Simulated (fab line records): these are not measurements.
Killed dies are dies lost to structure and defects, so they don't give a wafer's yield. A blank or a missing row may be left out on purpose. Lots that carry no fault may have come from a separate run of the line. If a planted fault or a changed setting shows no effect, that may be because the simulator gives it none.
fab line records ; flow sfq-line
record: lots: 13; wafers: 39; last-day: 87
route steps=325 shown L0V@24 I3@133 M6@264 I6@277
lots with no fault: from the same line, run without faults
start-h: hours from the record's first day to the start of the lot's first wafer shown ; wait-h: hours elapsed since this lot's preceding step ; " as in the row above ; L1.1+2: one row covering several wafers at once ; - value missing, or start not given ; * or withheld: withheld ; < > ~ a bound
route shown NAME@n: names a module that has steps shown in the file, with the first one's number in the route ; usual: the fault-free wafers' mean and standard deviation ; same: alike in all rows ; chamber/n: place in a boat ; sites: each site's reading ; _std_site: standard deviation of those values ; _edge_site: outer sites' mean less inner sites' ; radius-mm: how far each site lies from the wafer's centre ; mask NAME#n: copy n ; behind: the last tool/chamber to shape the wafer ; hold: why the lot was held/for how many hours/how that ended ; device: the n, p or np transistor that did not switch ; end of line: at the end of the route, the tests of the same wafers ; where a step has no rows: the recipe by itself ; killed: dies lost to structure and defects at the first sort, not the wafer's yield ; map: per-die view of a wafer (x killed, . not killed, _ where there is no die)
set.NAME: the run value of the setting; set.NAME@STEP: its run value at that earlier step ; model.NAME: the simulator's own value behind a step, which no gauge read
the route's steps for a sample of lots (tables are steps, rows are wafers)
services: from which hour (start-h, from the record's first day; less than 0 if before it) a tool's chamber was out of use, for how many hours, and why
== steps ==
step: SFQ_TRILAYER_L0_VIA_BARC_OPEN_VIA_ETCH_021
recipe: mask-material: PR; chemistry: O2; target-depth-nm: 125; target: BARC; source-w: 500; bias-w: 80; pressure-mtorr: 30; time-s: 41.7
usual: drypump-motor-current-A: 6.0/0.4; oes-product-au: 0.686/0.0051; run-length-s: 69.9/0.4
lot.wafer;tool;chamber;start-h;wait-h;drypump-motor-current-A;oes-product-au;rf-hours-counter-h;run-length-s
L570.2;rie-diel-04;0;165.83;0.0;5.9;0.691;156;70.1
L570.4;rie-diel-04;2;165.83;0.0;6.2;0.686;108;69.8
L570.5;rie-diel-04;2;165.83;0.0;6.2;0.683;-;69.6
L573.2;rie-diel-03;0;188.63;0.0;6.7;0.697;145;70.9
L573.5;rie-diel-03;0;188.63;0.0;6.7;0.688;-;70.7
L573.6;rie-diel-03;3;188.63;0.0;6.1;0.689;-;69.7
L574.3;rie-diel-03;1;193.56;0.0;6.2;0.683;3;70.7
L574.5;rie-diel-03;2;193.56;0.0;6.4;0.684;-;69.3
L574.6;rie-diel-03;1;193.56;0.0;6.2;0.685;-;70.1
L575.2;rie-diel-04;3;197.16;0.0;5.8;0.682;45;70.2
L575.4;rie-diel-04;0;197.16;0.0;5.9;0.685;0;70.1
L575.6;rie-diel-04;0;197.16;0.0;5.9;0.682;-;70.7
L576.2;rie-diel-04;1;203.16;0.0;6.1;0.688;45;69.8
L576.3;rie-diel-04;2;203.16;0.0;6.2;0.677;109;70.3
L576.4;rie-diel-04;2;203.16;0.0;6.2;0.688;-;69.8
L580.2;rie-diel-04;3;219.96;0.0;5.8;0.687;45;69.8
L580.4;rie-diel-04;0;219.96;0.0;5.8;0.695;0;70.8
L580.6;rie-diel-04;2;219.96;0.0;6.2;0.667;-;71.8
L583.1;rie-diel-02;3;245.28;0.0;5.1;0.691;8;69.5
L583.3;rie-diel-02;1;245.28;0.0;5.9;0.692;114;69.8
L583.4;rie-diel-02;1;245.28;0.0;5.8;0.676;-;70.3
L588.1;rie-diel-03;2;298.18;0.0;6.3;0.690;123;69.3
L588.2;rie-diel-03;0;298.18;0.0;6.7;0.681;0;70.6
L588.5;rie-diel-03;0;298.18;0.0;6.7;0.687;-;70.3
L589.1;rie-diel-03;0;311.38;0.0;6.7;0.681;1;70.8
L589.2;rie-diel-03;1;311.38;0.0;6.2;0.673;4;70.3
L589.3;rie-diel-03;3;311.38;0.0;6.2;0.679;90;69.9
L590.2;rie-diel-02;3;312.58;0.0;5.1;0.691;10;69.3
L590.3;rie-diel-02;0;312.58;0.0;5.4;0.688;17;69.5
L590.6;rie-diel-02;3;312.58;0.0;5.1;0.692;-;69.2
L591.1;rie-diel-02;0;318.92;0.0;5.4;0.691;17;69.9
L591.2;rie-diel-02;3;318.92;0.0;5.1;0.685;10;69.2
L591.3;rie-diel-02;1;318.92;0.0;5.9;0.690;115;69.7
L592.2;rie-diel-03;3;327.32;0.0;6.2;0.682;90;70.1
L592.5;rie-diel-03;2;327.32;0.0;6.3;0.683;-;70.0
L592.6;rie-diel-03;1;327.32;0.0;6.1;0.683;-;70.1
L593.3;rie-diel-03;3;332.12;0.0;6.2;0.681;90;69.9
L593.5;rie-diel-03;3;332.12;0.0;6.2;0.686;-;69.9
L593.6;rie-diel-03;2;332.12;0.0;6.3;0.685;-;69.6
step: SFQ_TRILAYER_I3_DEP_PECVD_081
recipe: material: SiO2; temp-c: 150; time-s: 111.11; pressure-torr: 2.4; rf-w: 183.3; precursor: SiH4/N2O; target-thk-nm: 500
usual: chamber-pressure-Torr: 2.400/0.0056; heater-power-w: 83/23; showerhead-vpp-V: 844/37; throttle-valve-pct: 24.5/1.1
lot.wafer;tool;chamber;start-h;wait-h;chamber-pressure-Torr;heater-power-w;showerhead-vpp-V;throttle-valve-pct
L570.2;pecvd-01;0;827.36;0.0;2.395;64;806;25.1
L570.4;pecvd-01;0;827.36;0.0;2.394;66;798;25.4
L570.5;pecvd-01;2;827.36;0.0;2.418;78;844;27.3
L573.2;pecvd-03;1;912.70;0.0;2.397;81;854;25.1
L573.5;pecvd-03;2;912.70;0.0;2.399;98;932;24.2
L573.6;pecvd-03;1;912.70;0.0;2.394;83;840;25.0
L574.3;pecvd-02;0;921.32;0.0;2.398;106;868;23.2
L574.5;pecvd-02;1;921.32;0.0;2.394;111;825;24.9
L574.6;pecvd-02;0;921.32;0.0;2.400;109;856;23.4
L575.2;pecvd-03;1;930.92;0.0;2.408;81;840;24.9
L575.4;pecvd-03;1;930.92;0.0;2.406;83;847;25.0
L575.6;pecvd-03;2;930.92;0.0;2.399;92;930;24.3
L576.2;pecvd-03;1;936.51;0.0;2.405;84;839;25.1
L576.3;pecvd-03;2;936.51;0.0;2.395;89;926;24.1
L576.4;pecvd-03;2;936.51;0.0;2.397;90;924;24.1
L580.2;pecvd-03;2;1092.99;0.0;2.406;97;925;24.3
L580.4;pecvd-03;2;1092.99;0.0;2.402;99;936;24.3
L580.6;pecvd-03;0;1092.99;0.0;2.410;57;837;24.9
L583.1;pecvd-03;1;1112.19;0.0;2.402;83;836;25.1
L583.3;pecvd-03;0;1112.19;0.0;2.404;69;842;25.2
L583.4;pecvd-03;0;1112.19;0.0;2.400;70;841;25.1
L588.1;pecvd-02;0;1118.49;0.0;2.403;107;867;23.5
L588.2;pecvd-02;2;1118.49;0.0;2.399;38;837;25.7
L588.5;pecvd-02;0;1118.49;0.0;2.402;91;855;23.4
L589.1;pecvd-02;2;1286.67;0.0;2.402;33;873;25.7
L589.2;pecvd-02;0;1286.67;0.0;2.399;112;852;24.1
L589.3;pecvd-02;1;1286.67;0.0;2.395;109;824;25.8
L590.2;pecvd-01;2;1289.07;0.0;2.406;87;820;25.3
L590.3;pecvd-01;1;1289.07;0.0;2.397;106;804;23.3
L590.6;pecvd-01;1;1289.07;0.0;2.388;109;805;23.0
L591.1;pecvd-02;0;1292.67;0.0;2.393;107;842;23.8
L591.2;pecvd-02;2;1292.67;0.0;2.402;45;867;26.0
L591.3;pecvd-02;1;1292.67;0.0;2.393;104;833;25.8
L592.2;pecvd-02;2;1308.27;0.0;2.394;42;863;25.9
L592.5;pecvd-02;1;1308.27;0.0;2.390;106;815;25.6
L592.6;pecvd-02;0;1308.27;0.0;2.396;106;874;24.0
L593.3;pecvd-02;2;1317.87;0.0;2.402;39;870;26.2
L593.5;pecvd-02;2;1317.87;0.0;2.403;40;851;25.9
L593.6;pecvd-02;1;1317.87;0.0;2.406;100;818;25.6
step: SFQ_TRILAYER_M6_STRIP_STRIP_163
recipe: gas: O2; power-w: 200; platen-temp-c: 40; overash-fraction: 0.65; chemistry: O2; pressure-mtorr: 50
usual: drypump-motor-current-A: 5.77/0.26; oes-product-au: 1.000/0.0091; platen-temp-c: 40.01/0.11
lot.wafer;tool;chamber;start-h;wait-h;drypump-motor-current-A;oes-product-au;platen-temp-c;rf-hours-counter-h
L570.2;rie-metal-03;0;1468.00;0.1;5.56;1.005;39.97;46
L570.4;rie-metal-03;0;1468.00;0.1;5.56;1.007;40.12;-
L570.5;rie-metal-03;0;1468.00;0.1;5.56;0.988;40.09;-
L573.2;rie-metal-03;0;1475.20;0.1;5.61;1.001;40.04;47
L573.5;rie-metal-03;0;1475.20;0.1;5.59;1.002;39.91;-
L573.6;rie-metal-03;1;1475.20;0.1;6.08;0.998;39.86;-
L574.3;rie-metal-04;0;1477.80;0.2;5.90;1.003;40.09;-
L574.5;rie-metal-04;0;1477.80;0.2;5.87;0.997;40.02;-
L574.6;rie-metal-04;1;1477.80;0.2;5.37;1.015;40.13;-
L575.2;rie-metal-01;1;1478.80;0.1;5.99;1.006;39.96;100
L575.4;rie-metal-01;0;1478.80;0.1;5.66;1.012;40.04;-
L575.6;rie-metal-01;0;1478.80;0.1;5.67;1.012;39.96;-
L576.2;rie-metal-04;1;1482.40;0.1;5.36;1.011;39.99;149
L576.3;rie-metal-04;1;1482.40;0.1;5.35;1.005;40.01;-
L576.4;rie-metal-04;0;1482.40;0.1;5.88;1.000;39.95;-
L580.2;rie-metal-03;0;1732.79;0.1;5.58;1.003;40.10;81
L580.4;rie-metal-03;1;1732.79;0.1;6.13;0.991;39.99;-
L580.6;rie-metal-03;0;1732.79;0.1;5.58;1.011;39.96;-
L583.1;rie-metal-03;1;1736.39;0.1;6.12;1.003;39.95;49
L583.3;rie-metal-03;1;1736.39;0.1;6.09;1.004;39.86;-
L583.4;rie-metal-03;0;1736.39;0.1;5.60;1.021;40.08;-
L588.1;rie-metal-03;1;1852.68;0.1;6.12;1.002;39.93;73
L588.2;rie-metal-03;0;1852.68;0.1;5.59;1.004;39.89;98
L588.5;rie-metal-03;0;1852.68;0.1;5.58;0.999;40.15;-
L589.1;rie-metal-01;0;1866.04;0.1;5.64;1.001;39.87;51
L589.2;rie-metal-01;1;1866.04;0.1;5.94;0.999;40.08;158
L589.3;rie-metal-01;1;1866.04;0.1;5.94;1.006;39.79;-
L590.2;rie-metal-03;1;1867.24;0.1;6.08;0.998;39.98;76
L590.3;rie-metal-03;1;1867.24;0.1;6.09;0.993;39.92;-
L590.6;rie-metal-03;1;1867.24;0.1;6.12;0.999;40.17;-
L591.1;rie-metal-03;1;1870.99;0.1;6.08;1.007;39.84;77
L591.2;rie-metal-03;0;1870.99;0.1;5.59;1.015;40.19;102
L591.3;rie-metal-03;1;1870.99;0.1;6.08;1.002;40.07;-
L592.2;rie-metal-03;0;1874.54;0.1;5.54;1.001;40.04;103
L592.5;rie-metal-03;1;1874.54;0.1;6.09;0.996;39.95;-
L592.6;rie-metal-03;0;1874.54;0.1;5.57;1.006;40.17;-
L593.3;rie-metal-04;1;2001.84;0.2;5.35;1.000;39.88;-
L593.5;rie-metal-04;1;2001.84;0.2;5.34;1.005;39.87;-
L593.6;rie-metal-04;0;2001.84;0.2;5.86;1.006;40.12;-
step: SFQ_TRILAYER_I6_VIA_BARC_OPEN_VIA_ETCH_235
recipe: mask-material: PR; chemistry: O2; target-depth-nm: 125; target: BARC; source-w: 500; bias-w: 80; pressure-mtorr: 30; time-s: 41.7
usual: drypump-motor-current-A: 6.1/0.43; oes-product-au: 0.684/0.0046; run-length-s: 70.0/0.4
lot.wafer;tool;chamber;start-h;wait-h;drypump-motor-current-A;oes-product-au;rf-hours-counter-h;run-length-s
L570.2;rie-diel-02;2;1488.21;0.0;6.5;0.679;13;70.3
L570.4;rie-diel-02;3;1488.21;0.0;5.1;0.687;6;69.6
L570.5;rie-diel-02;2;1488.21;0.0;6.5;0.687;-;70.5
L573.2;rie-diel-02;1;1492.81;0.0;5.9;0.691;16;69.8
L573.5;rie-diel-02;2;1492.81;0.0;6.5;0.683;-;70.2
L573.6;rie-diel-02;1;1492.81;0.0;5.9;0.692;-;69.7
L574.3;rie-diel-03;1;1494.01;0.0;6.2;0.685;2;70.0
L574.5;rie-diel-03;1;1494.01;0.0;6.1;0.679;-;70.2
L574.6;rie-diel-03;0;1494.01;0.0;6.7;0.686;-;70.3
L575.2;rie-diel-02;3;1495.21;0.0;5.1;0.690;6;69.7
L575.4;rie-diel-02;1;1495.21;0.0;5.9;0.674;17;70.3
L575.6;rie-diel-02;2;1495.21;0.0;6.5;0.684;-;70.2
L576.2;rie-diel-03;2;1497.68;0.0;6.3;0.679;18;69.5
L576.3;rie-diel-03;0;1497.68;0.0;6.7;0.683;19;70.4
L576.4;rie-diel-03;3;1497.68;0.0;6.2;0.694;15;69.7
L580.2;rie-diel-03;2;1814.86;0.0;6.3;0.679;1;69.7
L580.4;rie-diel-03;3;1814.86;0.0;6.2;0.686;20;69.9
L580.6;rie-diel-03;1;1814.86;0.0;6.2;0.685;-;70.3
L583.1;rie-diel-03;0;1820.86;0.0;6.8;0.684;4;70.4
L583.3;rie-diel-03;1;1820.86;0.0;6.2;0.687;7;70.7
L583.4;rie-diel-03;2;1820.86;0.0;6.4;0.692;2;69.8
L588.1;rie-diel-03;3;1918.91;0.0;6.2;0.685;0;69.6
L588.2;rie-diel-03;2;1918.91;0.0;6.3;0.680;2;69.6
L588.5;rie-diel-03;0;1918.91;0.0;6.7;0.678;-;70.7
L589.1;rie-diel-04;1;1938.11;0.0;6.1;0.699;19;69.7
L589.2;rie-diel-04;2;1938.11;0.0;6.2;0.687;2;69.7
L589.3;rie-diel-04;3;1938.11;0.0;5.8;0.678;19;69.4
L590.2;rie-diel-03;3;1939.31;0.0;6.2;0.688;0;69.9
L590.3;rie-diel-03;2;1939.31;0.0;6.3;0.692;2;69.7
L590.6;rie-diel-03;1;1939.31;0.0;6.2;0.688;-;70.1
L591.1;rie-diel-02;2;1946.51;0.0;6.5;0.687;21;70.5
L591.2;rie-diel-02;1;1946.51;0.0;5.8;0.681;1;69.9
L591.3;rie-diel-02;3;1946.51;0.0;5.1;0.677;13;69.7
L592.2;rie-diel-02;3;1956.11;0.0;5.1;0.684;13;69.9
L592.5;rie-diel-02;1;1956.11;0.0;5.9;0.689;-;69.8
L592.6;rie-diel-02;2;1956.11;0.0;6.4;0.678;-;70.3
L593.3;rie-diel-04;3;2009.55;0.0;5.8;0.680;20;69.6
L593.5;rie-diel-04;1;2009.55;0.0;6.2;0.681;-;70.4
L593.6;rie-diel-04;0;2009.55;0.0;5.9;0.686;-;70.1
== services ==
tool;chamber;start-h;hours;kind
rie-diel-03;3;158.15;3.8;repair
rie-diel-03;2;160.71;9.7;repair
rie-diel-03;-;250.05;2.2;repair
rie-diel-03;2;276.70;16.6;repair
rie-diel-03;2;301.78;12.5;repair
rie-diel-03;-;412.85;0.3;repair
rie-diel-03;3;497.02;4.7;repair
rie-diel-03;2;514.98;2.0;repair
rie-diel-03;-;537.69;14.6;pm
rie-diel-03;-;560.80;0.6;repair
rie-diel-03;3;563.99;19.5;repair
rie-diel-03;3;676.49;8.2;repair
rie-diel-03;0;683.80;3.7;repair
rie-diel-03;2;751.92;6.3;repair
rie-diel-03;1;758.67;39.7;repair
rie-diel-03;1;820.21;6.2;repair
rie-diel-03;1;828.30;8.6;repair
rie-diel-03;3;828.56;5.2;repair
rie-diel-03;0;863.50;4.7;repair
rie-diel-03;2;884.29;9.3;repair
rie-diel-03;0;909.68;5.5;repair
rie-diel-03;2;953.57;8.0;repair
rie-diel-03;1;1093.44;9.4;repair
rie-diel-03;2;1099.45;12.7;repair
== key ==
first-sign: step: SFQ_TRILAYER_L0_VIA_BARC_OPEN_VIA_ETCH_021; reading: run-length-s; direction: up; sigmas: 4.7; usual: *; struck: *
effect: step: SFQ_TRILAYER_L0_VIA_BARC_OPEN_VIA_ETCH_021; reading: oes-product-au; direction: down; sigmas: 3.7; usual: 0.686; struck: 0.667
met-at SFQ_TRILAYER_L0_VIA_BARC_OPEN_VIA_ETCH_021
struck-lots L580
struck-wafers L580.6
not-acting-at SFQ_TRILAYER_I3_DEP_PECVD_081,SFQ_TRILAYER_M6_STRIP_STRIP_163,SFQ_TRILAYER_I6_VIA_BARC_OPEN_VIA_ETCH_235
onset-between 203.16 219.96
fault: kind: process-parameter-drift; tool: rie-diel-04; chamber: 2; onset-h: 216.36; steps: SFQ_TRILAYER_L0_VIA_BARC_OPEN_VIA_ETCH_021; channel: time-s; offset: *; shape: step; end-h: 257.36; acts-in: *; stated: *
